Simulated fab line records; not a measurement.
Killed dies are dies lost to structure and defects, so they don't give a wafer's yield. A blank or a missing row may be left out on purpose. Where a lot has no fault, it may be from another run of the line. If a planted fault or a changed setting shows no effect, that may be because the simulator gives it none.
fab line records + flow sky130
record
- lots=11
- wafers=33
- last-day=50
route steps=708 shown POLY_GATE@227 LDD_N@244 PAD_OPEN@708
lots that met no fault: taken from a fault-free run of the same line
start-h: the number of hours between the record's first day and the start of the first shown wafer of the lot + wait-h: how many hours have passed since the lot's step before this one + " unchanged from the row above + L1.1+2: a single row standing in for several wafers + - no value present, or no start provided + * or withheld: withheld + < > ~ a bound
route shown NAME@n: a module of which the file shows steps, and the number in the route of the first + usual: mean/standard deviation taken from wafers without a fault + same: alike in all rows + chamber/n: place in a boat + sites: per-site readings + _std_site: standard deviation across them + _edge_site: the outer-site mean with the inner-site mean subtracted + radius-mm: how far each site lies from the wafer's centre + mask NAME#n: copy n + behind: the tool/chamber that last shaped the wafer + hold: the reason the lot was held/the length of the hold in hours/how it ended + device: the transistor (n, p or np) that didn't switch + end of line: tests run on the same wafers once the route is complete + a step given without rows: its recipe and nothing more + killed: dies lost to structure and defects at the first sort, not the wafer's yield + map: a wafer's dies, marking killed ones x, the rest . and places with no die _
set.NAME: setting as actually run; set.NAME@STEP: the setting as run at that earlier step + model.NAME: the simulator's own value behind a step, which no gauge read
steps of the route over a sample of lots; a table a step, a row a wafer
services: the hour from which a tool's chamber was out of use, counted from the record's first day as start-h (under 0 if before that day), plus the number of hours and why
## steps
# step SKY_POLY_GATE_CD_MEAS_13
# recipe
- target-cd-nm=150
# usual
- cd-nm=149.6/1.2
| lot.wafer | tool      | chamber | start-h | wait-h | cd-nm |
|-----------|-----------|---------|---------|--------|-------|
| L920.3    | cd-sem-02 | -       | 397.78  | -      | 151.5 |
| L920.4    | "         | -       | "       | "      | 148.8 |
| L920.5    | "         | -       | "       | "      | 150.0 |
| L923.1    | cd-sem-01 | -       | 416.32  | -      | 149.7 |
| L923.3    | "         | -       | "       | "      | 150.1 |
| L923.6    | "         | -       | "       | "      | 149.1 |
| L924.3    | cd-sem-02 | -       | 425.56  | -      | 149.1 |
| L924.5    | "         | -       | "       | "      | 149.1 |
| L924.6    | "         | -       | "       | "      | 149.7 |
| L925.2    | cd-sem-02 | -       | 429.40  | -      | 149.1 |
| L925.4    | "         | -       | "       | "      | 150.2 |
| L925.6    | "         | -       | "       | "      | 148.0 |
| L926.2    | cd-sem-02 | -       | 438.09  | -      | 147.3 |
| L926.4    | "         | -       | "       | "      | 148.4 |
| L926.5    | "         | -       | "       | "      | 147.8 |
| L927.2    | cd-sem-01 | -       | 442.04  | -      | 147.8 |
| L927.4    | "         | -       | "       | "      | 148.1 |
| L927.5    | "         | -       | "       | "      | 148.3 |
| L933.2    | cd-sem-01 | -       | 495.61  | -      | 148.2 |
| L933.3    | "         | -       | "       | "      | 149.0 |
| L933.6    | "         | -       | "       | "      | 148.9 |
| L934.3    | cd-sem-02 | -       | 514.06  | -      | 150.2 |
| L934.4    | "         | -       | "       | "      | 150.4 |
| L934.5    | "         | -       | "       | "      | 150.0 |
| L937.1    | cd-sem-01 | -       | 532.07  | -      | 150.0 |
| L937.3    | "         | -       | "       | "      | 151.1 |
| L937.4    | "         | -       | "       | "      | 149.7 |
| L938.1    | cd-sem-01 | -       | 542.49  | -      | 148.0 |
| L938.2    | "         | -       | "       | "      | 149.1 |
| L938.4    | "         | -       | "       | "      | 149.9 |
| L941.2    | cd-sem-01 | -       | 566.49  | -      | 150.3 |
| L941.4    | "         | -       | "       | "      | 148.7 |
| L941.5    | "         | -       | "       | "      | 149.2 |
# step SKY_POLY_GATE_ETCH_16
# recipe
- stop-on=poly-Si
- chemistry=CH3F/O2
- target=Si3N4
- source-w=400
- bias-w=80
- pressure-mtorr=25
- ch3f-flow-sccm=40
- O2_flow_sccm=30
- time-s=147.5
- target-depth-a=750
# usual
- O2_flow_sccm=30.00/0.087
- ch3f-flow-sccm=39.99/0.11
- chamber-pressure-mTorr=25.003/0.024
- drypump-motor-current-A=5.7/0.58
- oes-product-au=0.640/0.0057
- rf-fwd-power-W=398.4/1.2
- throttle-valve-pct=10.535/0.011
| lot.wafer | tool        | chamber | start-h | wait-h | O2_flow_sccm | ch3f-flow-sccm | chamber-pressure-mTorr | drypump-motor-current-A | oes-product-au | rf-fwd-power-W | rf-hours-counter-h | throttle-valve-pct |
|-----------|-------------|---------|---------|--------|--------------|----------------|------------------------|-------------------------|----------------|----------------|--------------------|--------------------|
| L920.3    | rie-diel-04 | 0       | 397.97  | 0.0    | 30.04        | 39.96          | 25.018                 | 6.8                     | 0.634          | 397.2          | 79                 | 10.529             |
| L920.4    | "           | 2       | "       | "      | 30.08        | 39.95          | 25.038                 | 5.6                     | 0.635          | 399.9          | -                  | 10.530             |
| L920.5    | "           | 0       | "       | "      | 30.01        | 40.05          | 25.058                 | 6.8                     | 0.638          | 398.3          | -                  | 10.527             |
| L923.1    | rie-diel-02 | 3       | 416.56  | 0.0    | 30.02        | 40.07          | 24.993                 | 5.8                     | 0.642          | 396.6          | 4                  | 10.533             |
| L923.3    | "           | 1       | "       | "      | 29.87        | 40.04          | 24.993                 | 4.7                     | 0.639          | 398.7          | 2                  | 10.541             |
| L923.6    | "           | 3       | "       | "      | 30.06        | 40.18          | 25.023                 | 5.9                     | 0.637          | 396.9          | -                  | 10.536             |
| L924.3    | rie-diel-04 | 2       | 425.76  | 0.0    | 30.11        | 40.12          | 25.013                 | 5.6                     | 0.644          | 398.4          | 11                 | 10.522             |
| L924.5    | "           | 2       | "       | "      | 30.02        | 40.16          | 25.023                 | 5.6                     | 0.643          | 398.9          | -                  | 10.546             |
| L924.6    | "           | 3       | "       | "      | 29.90        | 39.93          | 25.014                 | 5.0                     | 0.644          | 397.3          | -                  | 10.528             |
| L925.2    | rie-diel-04 | 0       | 429.61  | 0.0    | 30.02        | 40.00          | 24.999                 | 6.8                     | 0.642          | 399.6          | 79                 | 10.525             |
| L925.4    | "           | 3       | "       | "      | 29.94        | 39.99          | 24.966                 | 5.0                     | 0.640          | 398.0          | 60                 | 10.540             |
| L925.6    | "           | 0       | "       | "      | 30.08        | 39.96          | 24.998                 | 6.8                     | 0.629          | 398.9          | -                  | 10.539             |
| L926.2    | rie-diel-04 | 0       | 438.31  | 0.0    | 30.09        | 39.99          | 24.981                 | 6.8                     | 0.644          | 399.4          | 79                 | 10.543             |
| L926.4    | "           | 2       | "       | "      | 29.95        | 40.08          | 25.046                 | 5.6                     | 0.642          | 396.8          | 11                 | 10.518             |
| L926.5    | "           | 0       | "       | "      | 30.00        | 39.92          | 24.968                 | 6.8                     | 0.645          | 400.9          | -                  | 10.533             |
| L927.2    | rie-diel-03 | 1       | 442.26  | 0.0    | 29.96        | 39.89          | 25.004                 | 5.8                     | 0.644          | 397.2          | 61                 | 10.544             |
| L927.4    | "           | 2       | "       | "      | 29.98        | 39.90          | 24.998                 | 5.6                     | 0.639          | 400.2          | 3                  | 10.551             |
| L927.5    | "           | 3       | "       | "      | 29.97        | 39.75          | 25.036                 | 5.6                     | 0.643          | 399.5          | -                  | 10.551             |
| L933.2    | rie-diel-02 | 0       | 495.82  | 0.0    | 30.12        | 39.87          | 25.019                 | 5.8                     | 0.645          | 399.0          | 54                 | 10.532             |
| L933.3    | "           | 3       | "       | "      | 30.13        | 39.77          | 24.997                 | 5.9                     | 0.633          | 397.2          | 6                  | 10.527             |
| L933.6    | "           | 3       | "       | "      | 30.18        | 39.95          | 25.007                 | 5.9                     | 0.638          | 397.8          | -                  | 10.539             |
| L934.3    | rie-diel-02 | 0       | 514.26  | 0.0    | 29.97        | 40.04          | 25.010                 | 5.8                     | 0.641          | 398.5          | 55                 | 10.536             |
| L934.4    | "           | 2       | "       | "      | 29.86        | 39.89          | 25.011                 | 6.2                     | 0.642          | 398.7          | 4                  | 10.520             |
| L934.5    | "           | 0       | "       | "      | 29.99        | 40.17          | 25.027                 | 5.8                     | 0.647          | 397.6          | -                  | 10.549             |
| L937.1    | rie-diel-03 | 3       | 532.31  | 0.0    | 30.08        | 39.88          | 24.984                 | 5.6                     | 0.650          | 396.4          | 1                  | 10.523             |
| L937.3    | "           | 2       | "       | "      | 30.15        | 40.02          | 24.978                 | 5.6                     | 0.642          | 399.4          | 4                  | 10.532             |
| L937.4    | "           | 1       | "       | "      | 29.93        | 40.05          | 25.010                 | 5.9                     | 0.644          | 397.5          | 63                 | 10.529             |
| L938.1    | rie-diel-04 | 0       | 542.72  | 0.0    | 30.14        | 40.01          | 24.961                 | 6.8                     | 0.635          | 399.0          | 81                 | 10.526             |
| L938.2    | "           | 3       | "       | "      | 29.97        | 39.91          | 25.032                 | 5.0                     | 0.635          | 398.5          | 62                 | 10.524             |
| L938.4    | "           | 1       | "       | "      | 30.03        | 40.07          | 25.004                 | 5.2                     | 0.641          | 399.5          | 3                  | 10.526             |
| L941.2    | rie-diel-04 | 2       | 566.71  | 0.0    | 30.07        | 39.94          | 25.013                 | 5.6                     | 0.631          | 396.4          | 14                 | 10.531             |
| L941.4    | "           | 2       | "       | "      | 30.03        | 39.94          | 25.007                 | 5.6                     | 0.640          | 397.3          | -                  | 10.552             |
| L941.5    | "           | 1       | "       | "      | 29.98        | 39.94          | 24.993                 | 5.2                     | 0.639          | 399.2          | -                  | 10.552             |
# step SKY_LDD_N_OVL_MEAS_07
# usual
- LDD_N_OVL=-1.0/1.2
| lot.wafer | tool       | chamber | start-h | wait-h | LDD_N_OVL[nm] |
|-----------|------------|---------|---------|--------|---------------|
| L920.3    | overlay-02 | -       | 431.03  | 0.1    | 0.5           |
| L920.4    | "          | -       | "       | "      | 0.7           |
| L920.5    | "          | -       | "       | "      | -0.1          |
| L923.1    | overlay-02 | -       | 450.24  | 0.1    | -1.0          |
| L923.3    | "          | -       | "       | "      | -1.5          |
| L923.6    | "          | -       | "       | "      | 0.2           |
| L924.3    | overlay-02 | -       | 460.59  | 0.1    | -2.6          |
| L924.5    | "          | -       | "       | "      | -0.7          |
| L924.6    | "          | -       | "       | "      | -0.7          |
| L925.2    | overlay-01 | -       | 462.73  | 0.1    | -1.1          |
| L925.4    | "          | -       | "       | "      | -2.4          |
| L925.6    | "          | -       | "       | "      | -0.6          |
| L926.2    | overlay-01 | -       | 470.73  | 0.1    | -1.1          |
| L926.4    | "          | -       | "       | "      | 0.2           |
| L926.5    | "          | -       | "       | "      | -0.3          |
| L927.2    | overlay-02 | -       | 476.53  | 0.1    | -0.8          |
| L927.4    | "          | -       | "       | "      | 0.0           |
| L927.5    | "          | -       | "       | "      | -1.7          |
| L933.2    | overlay-02 | -       | 528.40  | 0.1    | -0.2          |
| L933.3    | "          | -       | "       | "      | 1.0           |
| L933.6    | "          | -       | "       | "      | 1.3           |
| L934.3    | overlay-01 | -       | 545.89  | 0.1    | -1.0          |
| L934.4    | "          | -       | "       | "      | -2.2          |
| L934.5    | "          | -       | "       | "      | -2.1          |
| L937.1    | overlay-01 | -       | 564.37  | 0.1    | -1.1          |
| L937.3    | "          | -       | "       | "      | -4.0          |
| L937.4    | "          | -       | "       | "      | -1.5          |
| L938.1    | overlay-01 | -       | 575.37  | 0.1    | -0.9          |
| L938.2    | "          | -       | "       | "      | -3.5          |
| L938.4    | "          | -       | "       | "      | -1.4          |
| L941.2    | overlay-02 | -       | 598.17  | 0.1    | -1.4          |
| L941.4    | "          | -       | "       | "      | -1.3          |
| L941.5    | "          | -       | "       | "      | 0.2           |
# step SKY_LDD_N_IMPLANT_08
# recipe
- species=As
- energy-kev=20
- dose-cm2=7.5e+13
- tilt-deg=withheld
- rotation-deg=23
# usual
- beam-energy-keV=20.000/0.0062
| lot.wafer | tool         | chamber | start-h | wait-h | beam-energy-keV |
|-----------|--------------|---------|---------|--------|-----------------|
| L920.3    | implanter-03 | 0       | 431.11  | 0.1    | 20.001          |
| L920.4    | "            | 0       | "       | "      | 19.995          |
| L920.5    | "            | 0       | "       | "      | 19.998          |
| L923.1    | implanter-03 | 0       | 450.28  | 0.0    | 19.998          |
| L923.3    | "            | 0       | "       | "      | 20.000          |
| L923.6    | "            | 0       | "       | "      | 19.995          |
| L924.3    | implanter-04 | 0       | 460.66  | 0.1    | 19.999          |
| L924.5    | "            | 0       | "       | "      | 20.005          |
| L924.6    | "            | 0       | "       | "      | 19.997          |
| L925.2    | implanter-04 | 0       | 462.79  | 0.0    | 19.999          |
| L925.4    | "            | 0       | "       | "      | 20.002          |
| L925.6    | "            | 0       | "       | "      | 19.998          |
| L926.2    | implanter-04 | 0       | 470.79  | 0.0    | 19.998          |
| L926.4    | "            | 0       | "       | "      | 20.003          |
| L926.5    | "            | 0       | "       | "      | 19.998          |
| L926.2    | implanter-04 | 0       | 471.10  | 0.3    | 20.004          |
| L926.4    | "            | 0       | "       | "      | 19.996          |
| L926.5    | "            | 0       | "       | "      | 20.000          |
| L927.2    | implanter-03 | 0       | 476.58  | 0.0    | 19.991          |
| L927.4    | "            | 0       | "       | "      | 19.991          |
| L927.5    | "            | 0       | "       | "      | 19.994          |
| L927.2    | implanter-03 | 0       | 476.90  | 0.3    | 19.999          |
| L927.4    | "            | 0       | "       | "      | 20.000          |
| L927.5    | "            | 0       | "       | "      | 19.992          |
| L933.2    | implanter-02 | 0       | 528.45  | 0.0    | 20.000          |
| L933.3    | "            | 0       | "       | "      | 19.998          |
| L933.6    | "            | 0       | "       | "      | 20.005          |
| L933.2    | implanter-02 | 0       | 528.77  | 0.3    | 20.000          |
| L933.3    | "            | 0       | "       | "      | 19.993          |
| L933.6    | "            | 0       | "       | "      | 19.992          |
| L934.3    | implanter-03 | 0       | 545.96  | 0.1    | 19.992          |
| L934.4    | "            | 0       | "       | "      | 19.987          |
| L934.5    | "            | 0       | "       | "      | 19.995          |
| L937.1    | implanter-03 | 0       | 564.41  | 0.0    | 20.011          |
| L937.3    | "            | 0       | "       | "      | 20.010          |
| L937.4    | "            | 0       | "       | "      | 20.005          |
| L938.1    | implanter-04 | 0       | 575.40  | 0.0    | 20.004          |
| L938.2    | "            | 0       | "       | "      | 20.006          |
| L938.4    | "            | 0       | "       | "      | 20.001          |
| L941.2    | implanter-03 | 0       | 598.23  | 0.0    | 19.996          |
| L941.4    | "            | 0       | "       | "      | 19.998          |
| L941.5    | "            | 0       | "       | "      | 19.992          |
# step SKY_LDD_N_STRIP_16
# recipe
- chemistry=O2/N2
- power-w=1400
- pressure-mtorr=1500
- platen-temp-c=withheld
- o2-flow-sccm=3000
- n2-flow-sccm=300
- overash-fraction=0.5
# usual
- chamber-pressure-mTorr=1499.9/1.3
- drypump-motor-current-A=5.57/0.2
- oes-product-au=0.408/0.0049
- strip-time-to-endpoint-s=4.317/0.015
| lot.wafer | tool            | chamber | start-h | wait-h | chamber-pressure-mTorr | drypump-motor-current-A | oes-product-au | rf-hours-counter-h | strip-time-to-endpoint-s |
|-----------|-----------------|---------|---------|--------|------------------------|-------------------------|----------------|--------------------|--------------------------|
| L920.3    | plasma-asher-02 | 1       | 432.29  | 0.1    | 1500.1                 | 5.60                    | 0.411          | -                  | 4.331                    |
| L920.4    | "               | 0       | "       | "      | 1499.6                 | 5.33                    | 0.414          | -                  | 4.337                    |
| L920.5    | "               | 1       | "       | "      | 1500.7                 | 5.58                    | 0.412          | -                  | 4.311                    |
| L923.1    | plasma-asher-02 | 0       | 451.48  | 0.1    | 1500.1                 | 5.36                    | 0.412          | 63                 | 4.315                    |
| L923.3    | "               | 0       | "       | "      | 1499.1                 | 5.36                    | 0.405          | -                  | 4.318                    |
| L923.6    | "               | 0       | "       | "      | 1498.6                 | 5.34                    | 0.411          | -                  | 4.321                    |
| L924.3    | plasma-asher-01 | 1       | 461.84  | 0.1    | 1503.5                 | 5.95                    | 0.406          | -                  | 4.318                    |
| L924.5    | "               | 0       | "       | "      | 1499.1                 | 5.45                    | 0.414          | -                  | 4.312                    |
| L924.6    | "               | 1       | "       | "      | 1500.5                 | 5.94                    | 0.408          | -                  | 4.317                    |
| L925.2    | plasma-asher-01 | 1       | 463.96  | 0.1    | 1498.3                 | 5.93                    | 0.415          | 81                 | 4.332                    |
| L925.4    | "               | 1       | "       | "      | 1500.8                 | 5.95                    | 0.414          | -                  | 4.348                    |
| L925.6    | "               | 1       | "       | "      | 1497.5                 | 5.96                    | 0.412          | -                  | 4.327                    |
| L926.2    | plasma-asher-01 | 0       | 472.28  | 0.1    | 1497.9                 | 5.47                    | 0.412          | 81                 | 4.536                    |
| L926.4    | "               | 1       | "       | "      | 1501.1                 | 5.95                    | 0.404          | -                  | 4.533                    |
| L926.5    | "               | 0       | "       | "      | 1500.4                 | 5.45                    | 0.409          | -                  | 4.524                    |
| L927.2    | plasma-asher-02 | 0       | 478.07  | 0.1    | 1499.0                 | 5.35                    | 0.403          | 65                 | 4.521                    |
| L927.4    | "               | 1       | "       | "      | 1501.1                 | 5.61                    | 0.408          | -                  | 4.557                    |
| L927.5    | "               | 1       | "       | "      | 1499.1                 | 5.61                    | 0.403          | -                  | 4.556                    |
| L933.2    | plasma-asher-02 | 0       | 529.94  | 0.1    | 1500.3                 | 5.36                    | 0.406          | 71                 | 4.526                    |
| L933.3    | "               | 0       | "       | "      | 1499.8                 | 5.35                    | 0.402          | -                  | 4.544                    |
| L933.6    | "               | 1       | "       | "      | 1499.9                 | 5.59                    | 0.406          | -                  | 4.542                    |
| L934.3    | plasma-asher-02 | 1       | 547.14  | 0.1    | 1497.4                 | 5.60                    | 0.402          | -                  | 4.294                    |
| L934.4    | "               | 0       | "       | "      | 1496.7                 | 5.34                    | 0.404          | -                  | 4.321                    |
| L934.5    | "               | 1       | "       | "      | 1500.0                 | 5.59                    | 0.414          | -                  | 4.298                    |
| L937.1    | plasma-asher-04 | 0       | 565.61  | 0.1    | 1501.3                 | 5.69                    | 0.394          | 45                 | 4.297                    |
| L937.3    | "               | 1       | "       | "      | 1499.1                 | 5.39                    | 0.404          | -                  | 4.315                    |
| L937.4    | "               | 0       | "       | "      | 1500.5                 | 5.67                    | 0.401          | -                  | 4.336                    |
| L938.1    | plasma-asher-04 | 0       | 576.60  | 0.1    | 1499.8                 | 5.66                    | 0.409          | 46                 | 4.311                    |
| L938.2    | "               | 1       | "       | "      | 1497.6                 | 5.42                    | 0.408          | 46                 | 4.298                    |
| L938.4    | "               | 0       | "       | "      | 1498.9                 | 5.67                    | 0.401          | -                  | 4.295                    |
| L941.2    | plasma-asher-01 | 0       | 599.40  | 0.1    | 1501.7                 | 5.45                    | 0.410          | 93                 | 4.308                    |
| L941.4    | "               | 1       | "       | "      | 1500.2                 | 5.88                    | 0.404          | -                  | 4.307                    |
| L941.5    | "               | 0       | "       | "      | 1500.0                 | 5.45                    | 0.416          | -                  | 4.303                    |
# step SKY_LDD_N_TW_MEAS_17
# usual
- LDD_N_TW=2588/25
| lot.wafer | tool          | chamber | start-h | wait-h | LDD_N_TW |
|-----------|---------------|---------|---------|--------|----------|
| L920.3    | film-metro-03 | -       | 432.38  | 0.1    | 2592     |
| L920.4    | "             | -       | "       | "      | 2588     |
| L920.5    | "             | -       | "       | "      | 2570     |
| L923.1    | film-metro-02 | -       | 451.58  | 0.1    | 2579     |
| L923.3    | "             | -       | "       | "      | 2568     |
| L923.6    | "             | -       | "       | "      | 2580     |
| L924.3    | film-metro-01 | -       | 461.93  | 0.1    | 2613     |
| L924.5    | "             | -       | "       | "      | 2605     |
| L924.6    | "             | -       | "       | "      | 2623     |
| L925.2    | film-metro-03 | -       | 464.07  | 0.1    | 2592     |
| L925.4    | "             | -       | "       | "      | 2599     |
| L925.6    | "             | -       | "       | "      | 2596     |
| L926.2    | film-metro-02 | -       | 472.39  | 0.1    | 2657     |
| L926.4    | "             | -       | "       | "      | 2650     |
| L926.5    | "             | -       | "       | "      | 2674     |
| L927.2    | film-metro-01 | -       | 478.18  | 0.1    | 2705     |
| L927.4    | "             | -       | "       | "      | 2720     |
| L927.5    | "             | -       | "       | "      | 2712     |
| L933.2    | film-metro-03 | -       | 530.05  | 0.1    | 2692     |
| L933.3    | "             | -       | "       | "      | 2707     |
| L933.6    | "             | -       | "       | "      | 2688     |
| L934.3    | film-metro-01 | -       | 547.23  | 0.1    | 2628     |
| L934.4    | "             | -       | "       | "      | 2624     |
| L934.5    | "             | -       | "       | "      | 2621     |
| L937.1    | film-metro-03 | -       | 565.71  | 0.1    | 2576     |
| L937.3    | "             | -       | "       | "      | 2572     |
| L937.4    | "             | -       | "       | "      | 2584     |
| L938.1    | film-metro-03 | -       | 576.70  | 0.1    | 2553     |
| L938.2    | "             | -       | "       | "      | 2557     |
| L938.4    | "             | -       | "       | "      | 2566     |
| L941.2    | film-metro-01 | -       | 599.51  | 0.1    | 2625     |
| L941.4    | "             | -       | "       | "      | 2622     |
| L941.5    | "             | -       | "       | "      | 2627     |
# step SKY_PAD_OPEN_PROBE_99
# usual
- killed_at_M0_to_M3=43/6.5
- killed_at_M4_up=3.2/1.8
- killed-at-contacts=26/5.2
- killed-at-front-end=16/4.8
- killed-at-other=0.3/0.6
- killed-dies=89/9.6
- killed-open=48/7.1
- killed-short=40/6.4
# same
- gross-dies=492
- killed-at-back-side=0
| lot.wafer | tool      | chamber | start-h | wait-h | killed_at_M0_to_M3 | killed_at_M4_up | killed-at-contacts | killed-at-front-end | killed-at-other | killed-dies | killed-open | killed-short |
|-----------|-----------|---------|---------|--------|--------------------|-----------------|--------------------|---------------------|-----------------|-------------|-------------|--------------|
| L924.3    | prober-02 | -       | 1116.09 | 0.2    | 41                 | 5               | 26                 | 20                  | 0               | 92          | 49          | 43           |
| L924.5    | prober-02 | -       | 1116.19 | 0.2    | 40                 | 3               | 36                 | 16                  | 0               | 95          | 41          | 54           |
| L924.6    | prober-02 | -       | 1116.24 | 0.2    | 46                 | 3               | 23                 | 26                  | 0               | 98          | 49          | 49           |
| L926.2    | prober-01 | -       | 1119.29 | 0.1    | 49                 | 3               | 23                 | 11                  | 0               | 86          | 62          | 24           |
| L926.4    | prober-01 | -       | 1119.39 | 0.2    | 41                 | 4               | 22                 | 12                  | 1               | 80          | 42          | 38           |
| L926.5    | prober-01 | -       | 1119.44 | 0.2    | 45                 | 2               | 20                 | 12                  | 0               | 79          | 50          | 29           |
| L934.3    | prober-01 | -       | 1170.37 | 0.2    | 44                 | 5               | 23                 | 16                  | 0               | 88          | 51          | 35           |
| L934.4    | prober-01 | -       | 1170.42 | 0.2    | 49                 | 1               | 27                 | 14                  | 1               | 92          | 54          | 35           |
| L934.5    | prober-01 | -       | 1170.47 | 0.2    | 37                 | 5               | 24                 | 13                  | 0               | 79          | 47          | 31           |
| L937.1    | prober-02 | -       | 1177.16 | 0.1    | 43                 | 3               | 28                 | 16                  | 0               | 90          | 42          | 47           |
| L937.3    | prober-02 | -       | 1177.26 | 0.2    | 44                 | 2               | 22                 | 17                  | 0               | 85          | 41          | 43           |
| L937.4    | prober-02 | -       | 1177.31 | 0.2    | 39                 | 2               | 27                 | 27                  | 0               | 95          | 39          | 54           |
# killed by level:class
L924.3 LI_CONTACT:geometric-particle:open=8 CONTACT:geometric-particle:open=8 VIA1:geometric-particle:short=6 VIA1:geometric-particle:open=6 METAL2:geometric-particle:short=6 POLY_GATE:geometric-particle:open=5 POLY_GATE:geometric-particle:short=4 SPACER:geometric-particle:open=4
L924.5 CONTACT:geometric-particle:short=13 CONTACT:geometric-particle:open=10 LI_CONTACT:geometric-particle:open=8 VIA1:geometric-particle:short=7 METAL2:geometric-particle:short=7 FIELD_ISO:geometric-particle:short=6 VIA1:geometric-particle:open=6 FIELD_ISO:geometric-particle:open=5
L924.6 VIA1:geometric-particle:open=12 CONTACT:geometric-particle:open=8 METAL1:geometric-particle:short=7 FIELD_ISO:geometric-particle:short=6 LI_CONTACT:geometric-particle:open=6 VIA1:geometric-particle:short=6 METAL2:geometric-particle:short=6 FIELD_ISO:geometric-particle:open=5
L926.2 LI_CONTACT:geometric-particle:open=13 VIA1:geometric-particle:open=11 VIA3:geometric-particle:open=8 VIA2:geometric-particle:open=7 CONTACT:geometric-particle:open=7 METAL2:geometric-particle:short=6 POLY_GATE:geometric-particle:open=4 METAL1:geometric-particle:open=4
L926.4 VIA1:geometric-particle:open=10 LI_CONTACT:geometric-particle:open=7 CONTACT:geometric-particle:short=7 METAL1:geometric-particle:short=6 VIA3:geometric-particle:open=6 CONTACT:geometric-particle:open=5 VIA2:geometric-particle:open=4 METAL2:geometric-particle:short=4
L926.5 VIA1:geometric-particle:open=11 CONTACT:geometric-particle:open=8 METAL1:geometric-particle:short=7 LI_CONTACT:geometric-particle:open=7 METAL3:geometric-particle:short=7 POLY_GATE:geometric-particle:open=5 VIA3:geometric-particle:open=5 METAL1:geometric-particle:open=3
L934.3 VIA1:geometric-particle:open=17 CONTACT:geometric-particle:open=9 VIA2:geometric-particle:open=7 POLY_GATE:geometric-particle:short=6 CONTACT:geometric-particle:short=5 METAL1:geometric-particle:open=5 METAL4:geometric-particle:short=5 LOCAL_INTERCONNECT:geometric-particle:short=4
L934.4 VIA1:geometric-particle:open=16 CONTACT:geometric-particle:open=12 VIA2:geometric-particle:open=6 VIA3:geometric-particle:open=5 CONTACT:geometric-particle:short=5 VIA1:geometric-particle:short=5 METAL2:geometric-particle:short=5 POLY_GATE:geometric-particle:short=4
L934.5 VIA1:geometric-particle:open=14 CONTACT:geometric-particle:open=7 LI_CONTACT:geometric-particle:open=7 VIA3:geometric-particle:open=6 CONTACT:geometric-particle:short=5 VIA2:geometric-particle:open=5 METAL4:geometric-particle:short=5 VIA1:geometric-particle:short=4
L937.1 CONTACT:geometric-particle:open=11 METAL2:geometric-particle:short=8 LI_CONTACT:geometric-particle:open=7 VIA1:geometric-particle:open=7 FIELD_ISO:geometric-particle:short=6 VIA3:geometric-particle:short=6 METAL3:geometric-particle:short=5 VIA3:geometric-particle:open=5
L937.3 VIA1:geometric-particle:open=11 LI_CONTACT:geometric-particle:open=7 LI_CONTACT:geometric-particle:short=5 VIA2:geometric-particle:open=5 METAL1:geometric-particle:short=5 METAL2:geometric-particle:short=5 FIELD_ISO:geometric-particle:short=4 FIELD_ISO:geometric-particle:open=4
L937.4 FIELD_ISO:geometric-particle:short=9 METAL1:geometric-particle:short=8 VIA3:geometric-particle:open=8 CONTACT:geometric-particle:open=7 POLY_GATE:geometric-particle:short=6 LI_CONTACT:geometric-particle:open=6 LOCAL_INTERCONNECT:geometric-particle:short=6 FIELD_ISO:geometric-particle:open=5
## services
| tool            | chamber | start-h | hours | kind           |
|-----------------|---------|---------|-------|----------------|
| rie-diel-04     | 1       | 378.54  | 4.6   | repair         |
| rie-diel-03     | -       | 382.92  | 0.8   | repair         |
| rie-diel-04     | 1       | 386.54  | -     | clean          |
| rie-diel-04     | 1       | 386.54  | 14.7  | scheduled-down |
| rie-diel-02     | 3       | 387.22  | 5.1   | repair         |
| implanter-02    | -       | 410.23  | 108.1 | pm             |
| implanter-03    | -       | 417.24  | 4.7   | pm             |
| rie-diel-02     | 1       | 419.92  | 15.0  | repair         |
| plasma-asher-02 | -       | 444.88  | 4.1   | repair         |
| plasma-asher-02 | -       | 461.16  | 4.0   | repair         |
| rie-diel-02     | -       | 467.89  | 0.1   | repair         |
| plasma-asher-01 | -       | 495.65  | 0.6   | repair         |
| implanter-04    | -       | 498.40  | 3.6   | pm             |
| plasma-asher-01 | -       | 501.15  | 10.0  | pm             |
| plasma-asher-04 | -       | 507.72  | 1.7   | repair         |
| implanter-02    | -       | 518.29  | 2.3   | pm             |
| implanter-02    | -       | 525.32  | 2.0   | repair         |
| implanter-04    | -       | 536.65  | 9.3   | repair         |
| plasma-asher-04 | -       | 540.73  | 5.8   | repair         |
| implanter-02    | -       | 550.36  | 1.5   | repair         |
| rie-diel-02     | 0       | 571.98  | 9.7   | repair         |
| rie-diel-03     | 0       | 574.05  | 5.5   | repair         |
| implanter-02    | -       | 581.85  | 2.2   | repair         |
| implanter-02    | -       | 586.64  | 0.6   | repair         |
## key
first-sign
- step=SKY_LDD_N_IMPLANT_08
- reading=visit
- direction=added
effect
- step=SKY_LDD_N_STRIP_16
- reading=strip-time-to-endpoint-s
- direction=up
- sigmas=15
- usual=*
- struck=*
effect
- step=SKY_LDD_N_TW_MEAS_17
- reading=LDD_N_TW
- direction=up
- sigmas=4.1
- usual=2588
- struck=2690
met-at SKY_LDD_N_IMPLANT_08
struck-lots L926,L927,L933
tester-left-out L926,L927,L933
not-acting-at SKY_POLY_GATE_CD_MEAS_13,SKY_POLY_GATE_ETCH_16,SKY_LDD_N_OVL_MEAS_07
fault
- kind=repeated-step-whole
- tool=implanter-02,implanter-03,implanter-04
- chamber=-
- onset-h=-
- steps=SKY_LDD_N_IMPLANT_08
- times=1
- scope=struck-lots-only
# tester-left-out: of these lots the tester's yield and bins aren't shown, on N5 and GAA mostly nor the transistor test; their killed dies are dies lost to structure and defects alone, not to doping, threshold or leakage, so they don't give the yield
